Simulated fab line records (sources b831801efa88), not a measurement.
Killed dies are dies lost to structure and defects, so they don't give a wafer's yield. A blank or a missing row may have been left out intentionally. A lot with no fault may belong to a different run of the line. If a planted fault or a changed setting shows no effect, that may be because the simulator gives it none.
fab line records | flow gf180mcu
record: lots: 13 wafers: 39 lastDay: 34
route steps=602 shown HV_LDD@201 V3@445 MIM@523 M5@536
lots untouched by any fault: they come from a run of this same line in which no faults occurred
startH: hours from the record's opening day to when the first of the lot's shown wafers began | waitH: hours from the lot's prior step to this one | " the same as in the row above | L1.1+2: a row that stands for several wafers | - value missing, or start not given | * or withheld: withheld | < > ~ a bound
route shown NAME@n: NAME is a module with steps in the file, n the number in the route of the first one | usual: mean/standard deviation of fault-free wafers | same: alike in all rows | chamber/n: place in a boat | sites: readings site by site | _std_site: how widely they spread, as a standard deviation | _edge_site: mean of outer sites minus mean of inner sites | radiusMm: for every site, how far away it sits from the centre of the wafer | mask NAME#n: copy n | behind: the tool/chamber that last shaped the wafer | hold: what put the lot on hold/how long, in hours/how the hold closed | device: names the non-switching transistor (n, p or np) | end of line: the route-end tests of the same wafers | where a step has no rows: the recipe by itself | killed: not the wafer's yield, but the dies lost to structure and defects at the first sort | map: a wafer's dies, marking killed ones x, the rest . and places with no die _
set.NAME: the run value of the setting; set.NAME@STEP: its run value at that earlier step | model.NAME: the simulator's own value behind a step, which no gauge read
a sample of lots followed through the steps of the route, with each step as a table and each wafer as a row
services: the hour from which a tool's chamber was out of use, counted from the record's first day as startH (under 0 if before that day), plus the number of hours and why
== steps ==
step: GF_HV_LDD_HMDS_25
recipe: primeTimeS: 60 primeTempC: 120
usual: primeTempC: 120.00/0.14
columns lot.wafer tool chamber startH waitH primeTempC
L751.1 lithoTrack-03 0 249.32 0.1 119.86
L751.2 " 0 " " 120.04
L751.4 " 0 " " 120.09
L752.2 lithoTrack-04 0 255.58 0.1 120.02
L752.5 " 0 " " 120.02
L752.6 " 0 " " 119.96
L753.1 lithoTrack-04 0 261.56 0.1 119.89
L753.3 " 0 " " 120.03
L753.6 " 0 " " 120.02
L754.2 lithoTrack-03 0 273.30 0.1 119.94
L754.5 " 0 " " 120.03
L754.6 " 0 " " 120.10
L755.1 lithoTrack-04 0 281.96 0.1 120.12
L755.3 " 0 " " 120.10
L755.6 " 0 " " 120.00
L757.2 lithoTrack-03 0 300.80 0.1 119.99
L757.3 " 0 " " 119.73
L757.6 " 0 " " 120.06
L759.3 lithoTrack-03 0 312.92 0.1 123.73
L759.5 " 0 " " 124.02
L759.6 " 0 " " 123.91
L761.1 lithoTrack-03 0 331.37 0.1 123.76
L761.2 " 0 " " 123.92
L761.5 " 0 " " 123.95
L766.1 lithoTrack-01 0 365.16 0.1 119.95
L766.3 " 0 " " 119.89
L766.4 " 0 " " 120.14
L769.3 lithoTrack-03 0 391.12 0.1 119.87
L769.4 " 0 " " 119.99
L769.5 " 0 " " 120.01
L771.1 lithoTrack-04 0 402.46 0.1 119.67
L771.2 " 0 " " 119.53
L771.3 " 0 " " 119.97
L772.1 lithoTrack-03 0 410.22 0.1 120.03
L772.4 " 0 " " 120.00
L772.6 " 0 " " 120.12
L773.2 lithoTrack-03 0 420.80 0.1 120.18
L773.4 " 0 " " 120.07
L773.5 " 0 " " 120.26
step: GF_V3_ETCH_16
recipe: chemistry: N2/H2 targetDepthA: withheld overetchA: withheld timeS: withheld target: BARC ionEnergyEv: 200 sourceW: 500 biasW: 100 pressureMtorr: 30 n2FlowSccm: 100 h2FlowSccm: 200
usual: drypumpMotorCurrentA: 5.8/0.42 oesProductAu: 0.855/0.0046 throttleValvePct: 13.224/0.0077
columns lot.wafer tool chamber startH waitH drypumpMotorCurrentA oesProductAu throttleValvePct
L751.1 rieDiel-04 3 518.62 0.0 5.8 0.859 13.229
L751.2 " 0 " " 5.3 0.853 13.212
L751.4 " 1 " " 5.4 0.860 13.229
L752.2 rieDiel-04 2 529.92 0.0 6.6 0.850 13.237
L752.5 " 2 " " 6.6 0.862 13.227
L752.6 " 3 " " 5.8 0.847 13.230
L753.1 rieDiel-04 3 534.42 0.0 5.8 0.854 13.221
L753.3 " 1 " " 5.4 0.850 13.218
L753.6 " 1 " " 5.4 0.857 13.227
L754.2 rieDiel-03 3 548.16 0.0 6.2 0.862 13.242
L754.5 " 0 " " 5.8 0.849 13.231
L754.6 " 3 " " 6.2 0.853 13.234
L755.1 rieDiel-02 1 559.37 0.0 6.1 0.851 13.226
L755.3 " 3 " " 5.7 0.851 13.220
L755.6 " 3 " " 5.7 0.851 13.217
L757.2 rieDiel-03 1 577.87 0.0 5.0 0.864 13.230
L757.3 " 2 " " 5.6 0.854 13.224
L757.6 " 3 " " 6.2 0.858 13.223
L759.3 rieDiel-04 3 591.47 0.0 5.7 0.860 13.237
L759.5 " 0 " " 5.3 0.860 13.236
L759.6 " 1 " " 5.4 0.854 13.234
L761.1 rieDiel-02 3 609.82 0.0 5.8 0.854 13.223
L761.2 " 1 " " 6.0 0.851 13.215
L761.5 " 2 " " 5.5 0.847 13.225
L766.1 rieDiel-04 0 641.26 0.0 5.3 0.846 13.221
L766.3 " 3 " " 5.8 0.864 13.215
L766.4 " 1 " " 5.4 0.852 13.220
L769.3 rieDiel-02 1 664.72 0.0 6.1 0.848 13.219
L769.4 " 2 " " 5.5 0.852 13.222
L769.5 " 1 " " 6.1 0.858 13.208
L771.1 rieDiel-03 1 673.11 0.0 5.0 0.849 13.226
L771.2 " 0 " " 5.8 0.847 13.238
L771.3 " 2 " " 5.6 0.851 13.215
L772.1 rieDiel-02 2 679.26 0.0 5.5 0.855 13.239
L772.4 " 1 " " 6.0 0.857 13.215
L772.6 " 3 " " 5.7 0.858 13.229
L773.2 rieDiel-04 1 689.41 0.0 5.4 0.855 13.220
L773.4 " 3 " " 5.8 0.851 13.224
L773.5 " 2 " " 6.6 0.853 13.222
step: GF_MIM_STRIP_20
recipe: chemistry: O2/N2 powerW: 1400 pressureMtorr: 1500 platenTempC: 250 o2FlowSccm: 3000 n2FlowSccm: 300 overashFraction: 0.5
usual: drypumpMotorCurrentA: 5.46/0.25 heaterPowerW: 328/24 oesProductAu: 0.691/0.0046 stripTimeToEndpointS: 11.22/0.04
columns lot.wafer tool chamber startH waitH drypumpMotorCurrentA heaterPowerW oesProductAu rfHoursCounterH stripTimeToEndpointS
L751.1 plasmaAsher-04 0 591.06 0.1 5.29 313 0.680 81 11.22
L751.2 " 1 " " 5.25 319 0.695 81 11.24
L751.4 " 1 " " 5.23 326 0.695 - 11.23
L752.2 plasmaAsher-02 0 600.94 0.0 5.64 311 0.690 50 11.19
L752.5 " 1 " " 5.27 350 0.687 - 11.15
L752.6 " 0 " " 5.65 313 0.693 - 11.18
L753.1 plasmaAsher-02 1 604.03 0.0 5.27 356 0.694 50 11.22
L753.3 " 1 " " 5.29 356 0.695 - 11.20
L753.6 " 0 " " 5.60 302 0.693 - 11.23
L754.2 plasmaAsher-02 1 617.54 0.0 5.26 349 0.696 52 11.28
L754.5 " 0 " " 5.63 314 0.698 - 11.29
L754.6 " 1 " " 5.25 352 0.691 - 11.27
L755.1 plasmaAsher-04 1 627.74 0.0 5.21 323 0.690 85 11.23
L755.3 " 0 " " 5.33 303 0.695 - 11.23
L755.6 " 0 " " 5.34 316 0.686 - 11.20
L757.2 plasmaAsher-04 1 644.93 0.0 5.23 315 0.692 87 11.19
L757.3 " 1 " " 5.21 315 0.680 - 11.23
L757.6 " 1 " " 5.25 318 0.688 - 11.19
L759.3 plasmaAsher-03 1 656.71 0.1 5.97 376 0.688 - 11.18
L759.5 " 0 " " 5.59 310 0.692 - 11.19
L759.6 " 1 " " 5.94 378 0.696 - 11.18
L761.1 plasmaAsher-04 0 674.97 0.0 5.31 307 0.695 90 11.29
L761.2 " 1 " " 5.23 322 0.685 90 11.23
L761.5 " 0 " " 5.29 301 0.685 - 11.22
L766.1 plasmaAsher-04 0 702.79 0.0 5.31 310 0.695 93 11.19
L766.3 " 1 " " 5.24 315 0.686 - 11.25
L766.4 " 0 " " 5.30 311 0.694 - 11.21
L769.3 plasmaAsher-02 1 725.51 0.1 5.28 353 0.692 - 11.21
L769.4 " 0 " " 5.62 309 0.696 - 11.23
L769.5 " 0 " " 5.62 308 0.692 - 11.22
L771.1 plasmaAsher-02 1 732.40 0.1 5.25 345 0.692 64 11.13
L771.2 " 0 " " 5.62 322 0.693 64 11.14
L771.3 " 1 " " 5.27 358 0.691 - 11.18
L772.1 plasmaAsher-03 1 737.59 0.0 5.96 366 0.685 31 11.19
L772.4 " 1 " " 5.95 371 0.695 - 11.16
L772.6 " 1 " " 5.96 371 0.689 - 11.14
L773.2 plasmaAsher-02 1 746.97 0.0 5.24 346 0.698 65 11.23
L773.4 " 0 " " 5.64 311 0.688 - 11.23
L773.5 " 0 " " 5.63 311 0.687 - 11.23
step: GF_M5_METAL_ETCH_10
recipe: chemistry: Cl2/BCl3 maskMaterial: KrF targetDepthNm: 750.8 stopOn: SiO2 pressureMtorr: 8 icpW: 800 biasW: 140 Cl2_flow_sccm: 80 bcl3FlowSccm: 40 timeS: 125.1
usual: drypumpMotorCurrentA: 5.8/0.58 oesProductAu: 0.992/0.0052 throttleValvePct: 28.228/0.0099
columns lot.wafer tool chamber startH waitH drypumpMotorCurrentA oesProductAu rfHoursCounterH throttleValvePct
L751.1 rieMetal-01 1 612.15 0.0 6.0 0.983 11 28.249
L751.2 " 1 " " 6.0 0.989 - 28.235
L751.4 " 1 " " 6.0 0.991 - 28.234
L752.2 rieMetal-03 1 622.40 0.0 6.8 0.996 8 28.222
L752.5 " 1 " " 6.8 0.995 - 28.224
L752.6 " 0 " " 4.9 0.990 - 28.221
L753.1 rieMetal-02 0 625.65 0.0 5.4 0.990 6 28.252
L753.3 " 1 " " 6.1 0.986 - 28.211
L753.6 " 1 " " 6.0 1.002 - 28.226
L754.2 rieMetal-01 1 638.85 0.0 6.0 0.990 13 28.229
L754.5 " 1 " " 6.0 0.991 - 28.223
L754.6 " 0 " " 5.5 0.995 - 28.233
L755.1 rieMetal-03 0 648.53 0.0 4.9 0.989 13 28.226
L755.3 " 0 " " 4.9 0.990 - 28.228
L755.6 " 1 " " 6.8 0.985 - 28.219
L757.2 rieMetal-03 0 665.28 0.0 4.9 0.992 13 28.231
L757.3 " 0 " " 4.9 0.992 - 28.239
L757.6 " 0 " " 4.9 0.997 - 28.229
L759.3 rieMetal-02 1 676.38 0.1 6.0 0.996 - 28.222
L759.5 " 0 " " 5.4 0.992 - 28.238
L759.6 " 1 " " 6.0 1.002 - 28.235
L761.1 rieMetal-03 0 693.70 0.0 4.9 0.991 15 28.238
L761.2 " 1 " " 6.7 0.989 11 28.219
L761.5 " 1 " " 6.7 0.995 - 28.227
L766.1 rieMetal-01 0 720.78 0.0 5.5 0.996 4 28.234
L766.3 " 1 " " 6.1 0.988 - 28.225
L766.4 " 0 " " 5.5 0.994 - 28.233
L769.3 rieMetal-01 0 743.49 0.1 5.5 0.987 - 28.228
L769.4 " 1 " " 6.0 0.993 - 28.225
L769.5 " 0 " " 5.5 0.989 - 28.219
L771.1 rieMetal-01 1 749.23 0.0 6.0 0.996 2 28.211
L771.2 " 0 " " 5.6 0.991 6 28.237
L771.3 " 0 " " 5.5 0.989 - 28.217
L772.1 rieMetal-01 0 754.95 0.0 5.5 0.998 6 28.230
L772.4 " 1 " " 6.0 0.994 - 28.231
L772.6 " 1 " " 6.0 0.997 - 28.210
L773.2 rieMetal-01 1 763.99 0.1 6.0 0.993 - 28.233
L773.4 " 1 " " 6.0 0.993 - 28.230
L773.5 " 1 " " 6.0 1.000 - 28.228
== services ==
columns tool chamber startH hours kind
rieDiel-04 - 231.26 2.8 pm
rieDiel-02 3 241.73 25.6 repair
plasmaAsher-02 - 336.08 0.4 repair
plasmaAsher-02 - 359.58 28.1 pm
rieDiel-02 2 370.55 16.1 repair
plasmaAsher-04 - 378.14 34.6 pm
rieDiel-02 2 419.37 6.0 repair
rieMetal-03 0 425.48 3.8 repair
plasmaAsher-02 - 427.25 0.4 repair
rieMetal-03 - 431.39 14.6 pm
rieDiel-04 3 431.60 3.5 repair
plasmaAsher-04 - 437.56 1.2 repair
rieDiel-04 0 441.89 2.2 repair
plasmaAsher-02 - 470.57 2.8 pm
rieDiel-04 - 496.04 4.3 pm
rieDiel-04 0 508.38 7.8 repair
plasmaAsher-02 - 518.65 4.5 repair
plasmaAsher-04 - 560.38 3.5 repair
rieMetal-01 - 665.92 14.6 pm
rieDiel-04 1 671.21 17.2 repair
rieMetal-01 - 680.52 1.4 pm
plasmaAsher-02 - 718.37 3.0 repair
rieDiel-04 2 722.70 1.9 repair
rieMetal-01 0 756.30 18.5 repair
== key ==
firstSign: step: GF_HV_LDD_HMDS_25 reading: primeTempC direction: up sigmas: 27 usual: * struck: *
effect none on later readings
metAt GF_HV_LDD_HMDS_25
struckLots L759,L761
testerLeftOut L759,L761
notActingAt GF_V3_ETCH_16,GF_MIM_STRIP_20,GF_M5_METAL_ETCH_10
onsetBetween 300.80 312.92
fault: kind: processParameterDrift tool: lithoTrack-03 chamber: - onsetH: 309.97 steps: GF_HV_LDD_HMDS_25 channel: primeTempC offset: * shape: step endH: 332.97 actsIn: * stated: *
testerLeftOut: of these lots the tester's yield and bins aren't shown, on N5 and GAA mostly nor the transistor test; their killed dies are dies lost to structure and defects alone, not to doping, threshold or leakage, so they don't give the yield
